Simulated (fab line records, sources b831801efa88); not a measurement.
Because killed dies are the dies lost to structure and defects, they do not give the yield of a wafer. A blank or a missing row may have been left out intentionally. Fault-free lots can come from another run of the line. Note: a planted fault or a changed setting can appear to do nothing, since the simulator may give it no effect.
A lot that was struck, set against a sound lot ; flow sky130 ; 35 out of 708 route steps
Sound: wafers L260.4, L260.5, L260.6. Wafers struck: L268.3, L268.4. The cause comes at the end.
At each step with rows: each side's tool, then ch and its chambers, then its first start. Under that, the readings that differ: sound wafers ; struck wafers ; difference of the means ; sigmas: that difference in standard deviations of wafers without a fault.
alike: readings whose means differ by less than 2 such deviations, and words and numbers that are the same on both sides. not compared: withheld readings, readings that some wafer has no value for, bounds like >300 that may hide the same value, and numbers for which the record gives no deviation and whose values overlap.
Wherever a step has rows on one side only, a row that says differs or no value, or a row with sigmas, the two part there. Numbers that have no deviation but don't overlap get no sigmas and don't part them. Lack of a reading on every wafer of one side parts them only where that side has two or more wafers.

first, 5 steps without rows for these wafers: SKY_METAL5_SOFTBAKE_10 (time 60 s); SKY_METAL5_EXPOSE_11 (exposes mask MM5, target cd 1600 nm); SKY_METAL5_PEB_12; SKY_METAL5_DEVELOP_13 (develop time 60 s); SKY_METAL5_DESCUM_14 (chemistry O2, time 11 s).
SKY_METAL5_METAL_ETCH_15: etches the open film in Cl2/BCl3, stops on SiO2, target depth 1260 nm, time 252 s.
  sound on rie-metal-02 ch 0,1, day 43 13:15; struck on rie-metal-03 ch 0, day 45 17:44
  alike: drypump-motor-current-A, oes-product-au, throttle-valve-pct
  not compared: rf-hours-counter-h
SKY_METAL5_STRIP_16: strips in O2/N2.
  sound on plasma-asher-03 ch 0,1, day 43 13:26; struck on plasma-asher-03 ch 0,1, day 45 18:05
  alike: drypump-motor-current-A, oes-product-au, strip-time-to-endpoint-s
  not compared: rf-hours-counter-h
then, 3 steps without rows for these wafers: SKY_METAL5_STRIP_17 (strips in post etch residue remover, time 1200 s); SKY_METAL5_CLEAN_18 (cleans in IPA, time 180 s); SKY_METAL5_CLEAN_19 (cleans in O3/DIW).
SKY_PASSIVATION_CVD_00: deposits SiO2, target thk 90 nm.
  sound on pecvd-02 ch 0,1, day 43 14:01; struck on pecvd-02 ch 0,1, day 45 18:38
  alike: heater-power-w
SKY_PASSIVATION_THK_MEAS_01:
  sound on film-metro-02, day 43 14:04; struck on film-metro-04, day 45 18:41
reading;sound;struck;difference;sigmas
PASSIVATION_CVD_00_THK (nm);92.2 91.4 91.5;88.5 89.4;-2.8;-2
SKY_PASSIVATION_CVD_02: deposits Si3N4, target thk 540 nm.
  sound on pecvd-03 ch 0,1,2, day 43 14:13; struck on pecvd-03 ch 0,2, day 45 18:43
reading;sound;struck;difference;sigmas
model.Si3N4_of_PASSIVATION_CVD_02.thk-nm (nm);549.2 547 550.8;407.3 412.1;-139.3;
  alike: heater-power-w
SKY_PASSIVATION_THK_MEAS_03:
  sound on film-metro-04, day 43 14:21; struck on film-metro-03, day 45 18:58
reading;sound;struck;difference;sigmas
PASSIVATION_CVD_02_THK (nm);550 547 552;407 412;-140;-22
then, 7 steps without rows for these wafers: SKY_PASSIVATION_DEHYDRATE_04 (time 60 s); SKY_PASSIVATION_HMDS_05 (prime time 60 s); SKY_PASSIVATION_COAT_06 (resist thk 3000 nm); SKY_PASSIVATION_SOFTBAKE_07; SKY_PASSIVATION_EXPOSE_08 (exposes mask NSM, target cd 3000 nm); SKY_PASSIVATION_PEB_09; SKY_PASSIVATION_DEVELOP_10 (develop time 60 s).
SKY_PASSIVATION_ETCH_11: etches the open film in CF4/O2, stops on AlCu, target depth 725 nm, time 161.1 s.
  sound on rie-diel-04 ch 0,1,3, day 44 12:31; struck on rie-diel-04 ch 1,3, day 46 15:08
reading;sound;struck;difference;sigmas
oes-product-au (a.u.);0.991 0.983 0.999;0.867 0.869;-0.123;-17
throttle-valve-pct (%);5.965 5.974 5.968;5.932 5.933;-0.037;-4
model.etch.depth-nm (nm);716 713 717;569.6 575.5;-142.8;
model.PASSIVATION.feature-depth-nm (nm);716 713 717;569.6 575.5;-142.8;
  alike: drypump-motor-current-A
  not compared: rf-hours-counter-h
SKY_PASSIVATION_STRIP_12: strips in O2/N2.
  sound on plasma-asher-02 ch 0,1, day 44 12:39; struck on plasma-asher-03 ch 0,1, day 46 15:17
  alike: drypump-motor-current-A, oes-product-au, strip-time-to-endpoint-s
  not compared: rf-hours-counter-h
then, 7 steps without rows for these wafers: SKY_PAD_OPEN_DEHYDRATE_00 (time 60 s); SKY_PAD_OPEN_HMDS_01 (prime time 60 s); SKY_PAD_OPEN_COAT_02 (resist thk 3000 nm); SKY_PAD_OPEN_SOFTBAKE_03; SKY_PAD_OPEN_EXPOSE_04 (exposes mask PDM, target cd 60000 nm); SKY_PAD_OPEN_PEB_05; SKY_PAD_OPEN_DEVELOP_06 (develop time 60 s).
SKY_PAD_OPEN_ETCH_07: etches the open film in CF4/O2, stops on AlCu, target depth 725 nm, time 161.1 s.
  sound on rie-diel-02 ch 2, day 45 10:13; struck on rie-diel-02 ch 2,3, day 47 12:01
reading;sound;struck;difference;sigmas
oes-product-au (a.u.);0.983 0.990 0.991;0.860 0.871;-0.123;-18
rf-hours-counter-h (h);- - -;22 25;no value on the sound wafers;
throttle-valve-pct (%);5.971 5.975 5.981;5.933 5.916;-0.051;-6
model.etch.depth-nm (nm);716 713 717;569.6 575.5;-142.8;
model.PAD_OPEN.feature-depth-nm (nm);716 713 717;569.6 575.5;-142.8;
  alike: drypump-motor-current-A
SKY_PAD_OPEN_STRIP_08: strips in O2/N2.
  sound on plasma-asher-01 ch 0,1, day 45 10:24; struck on plasma-asher-03 ch 0,1, day 47 12:09
  alike: drypump-motor-current-A, oes-product-au
  not compared: rf-hours-counter-h
SKY_PAD_OPEN_STRIP_09: strips in post etch residue remover, time 1200 s.
  sound on wet-bench-04 ch 1, day 45 10:28; struck on wet-bench-02 ch 1, day 47 12:13
reading;sound;struck;difference;sigmas
model.Si3N4_of_PASSIVATION_CVD_02.thk-nm (nm);548.8 546.7 550.5;406.9 411.8;-139.3;
then, 1 step without rows for these wafers: SKY_PAD_OPEN_CLEAN_10 (cleans in IPA, time 180 s).
SKY_PAD_OPEN_PROBE_99:
  sound on prober-02, day 45 12:44; struck on prober-01, day 47 14:26
  alike: defect-limited-yield, killed_at_M0_to_M3, killed_at_M4_up, killed-at-contacts, killed-at-front-end, killed-at-other, killed-dies, killed-on-rim, killed-open, killed-short, sort_bin_3_pad_short, sort_bin_5_function, sort_bin_6_memory, sort-n-pass, sort-yield-pct

== WHERE THEY PART ==
Last at SKY_PAD_OPEN_ETCH_07 as far as this record goes, first at SKY_PASSIVATION_THK_MEAS_01. Later steps at which nothing parts them and some readings are alike: SKY_PAD_OPEN_STRIP_08, SKY_PAD_OPEN_PROBE_99.

WHY: the cause the simulator had injected
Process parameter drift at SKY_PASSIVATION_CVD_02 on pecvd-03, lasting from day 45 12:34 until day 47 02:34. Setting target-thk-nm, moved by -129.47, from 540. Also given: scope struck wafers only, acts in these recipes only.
